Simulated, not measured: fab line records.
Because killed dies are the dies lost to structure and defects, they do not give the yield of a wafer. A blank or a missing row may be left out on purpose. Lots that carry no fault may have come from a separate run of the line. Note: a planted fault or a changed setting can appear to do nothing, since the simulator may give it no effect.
A lot that was struck, set against a sound lot / flow sky130 / 26 out of 708 route steps
Sound: these wafers, L261.1, L261.5, L261.6. Struck: wafers L263.1, L263.3, L263.4. Last of all comes the cause.
Order at every step that has rows: each side's tool, ch and its chambers, its first start. Under that, the readings that differ: sound wafers / struck wafers / difference of the means / sigmas: that difference in standard deviations of wafers without a fault.
alike: readings whose means differ by less than 2 such deviations, and words and numbers that are the same on both sides. not compared: withheld readings, readings that some wafer has no value for, bounds like >300 that may hide the same value, and numbers for which the record gives no deviation and whose values overlap.
The two part at a step that has a row with sigmas, a row that says differs or no value, or rows on one side only. When numbers do not overlap yet have no deviation, they are printed without sigmas and do not part them. Lack of a reading on every wafer of one side parts them only where that side has two or more wafers.

SKY_PWDE_TW_MEAS_10:
  struck on film metro-04, day 5 13:13; sound on film metro-02, day 5 03:22
  alike: PWDE_TW
then, 7 steps without rows for these wafers: SKY_NWELL_DEHYDRATE_03 (time 60 s); SKY_NWELL_HMDS_04 (prime time 60 s); SKY_NWELL_COAT_05 (resist thk 3000 nm); SKY_NWELL_SOFTBAKE_06; SKY_NWELL_EXPOSE_07 (exposes mask NWM, target cd 840 nm); SKY_NWELL_PEB_08; SKY_NWELL_DEVELOP_09 (develop time 60 s).
SKY_NWELL_OVL_MEAS_10:
  struck on overlay-01, day 6 07:53; sound on overlay-01, day 5 21:06
  alike: NWELL_00_OVL
then, 3 steps without rows for these wafers: SKY_NWELL_IMPLANT_11; SKY_NWELL_IMPLANT_12; SKY_NWELL_IMPLANT_13.
SKY_NWELL_STRIP_14: strips in O2/N2.
  sound on plasma asher-02 ch 0,1, day 5 21:35; struck on plasma asher-04 ch 0,1, day 6 08:22
  no value came back on the struck wafers for any of 6 readings (chamber pressure mTorr (mTorr), drypump motor current A (A) and others); on the sound wafers chamber pressure mTorr (mTorr) reads 1499.5 1498.9 1499.3
reading=model.coat_of_NWELL_COAT_05.thk nm (nm); sound=0 0 0; struck=3009 3012 3009; difference=+3010; sigmas=
  not compared: rf hours counter h
SKY_NWELL_TW_MEAS_15:
  struck on film metro-02, day 6 08:28; sound on film metro-02, day 5 21:41
  alike: NWELL_TW
then, 7 steps without rows for these wafers: SKY_NWELL_DEHYDRATE_16 (time 60 s); SKY_NWELL_HMDS_17 (prime time 60 s); SKY_NWELL_COAT_18 (resist thk 3000 nm); SKY_NWELL_SOFTBAKE_19; SKY_NWELL_EXPOSE_20 (exposes mask NWM COMPLEMENT, target cd 840 nm); SKY_NWELL_PEB_21; SKY_NWELL_DEVELOP_22 (develop time 60 s).
SKY_NWELL_OVL_MEAS_23:
  struck on overlay-01, day 7 03:21; sound on overlay-01, day 6 16:37
  alike: NWELL_01_OVL
next, for these wafers, 1 step has no rows: SKY_NWELL_IMPLANT_24.
SKY_NWELL_STRIP_25: strips in O2/N2.
  sound on plasma asher-02 ch 0,1, day 6 16:47; struck on plasma asher-03 ch 0,1, day 7 03:32
reading=oes product au (a.u.); sound=0.727 0.718 0.720; struck=0.738 0.741 0.740; difference=+0.018; sigmas=+4
reading=strip time to endpoint s (s); sound=37.03 36.94 36.89; struck=81.52 81.40 81.36; difference=+44.47; sigmas=+99 or more
  alike: chamber pressure mTorr, drypump motor current A, n2 flow sccm, o2 flow sccm
  not compared: rf hours counter h
SKY_NWELL_TW_MEAS_26:
  struck on film metro-04, day 7 03:38; sound on film metro-04, day 6 16:53
reading=NWELL_2_TW; sound=503 503 504; struck=30 30 30; difference=-473; sigmas=-99 or more
then, 1 step without rows for these wafers: SKY_NWELL_CLEAN_27 (cleans in SC1/SC2, time 150 s).

== WHERE THEY PART ==
Earliest at SKY_NWELL_STRIP_14; latest, in this record, at SKY_NWELL_TW_MEAS_26.

WHY: whatever the simulator had introduced
Whole step skipped at SKY_NWELL_STRIP_14 on plasma asher-04, starting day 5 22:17. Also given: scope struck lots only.
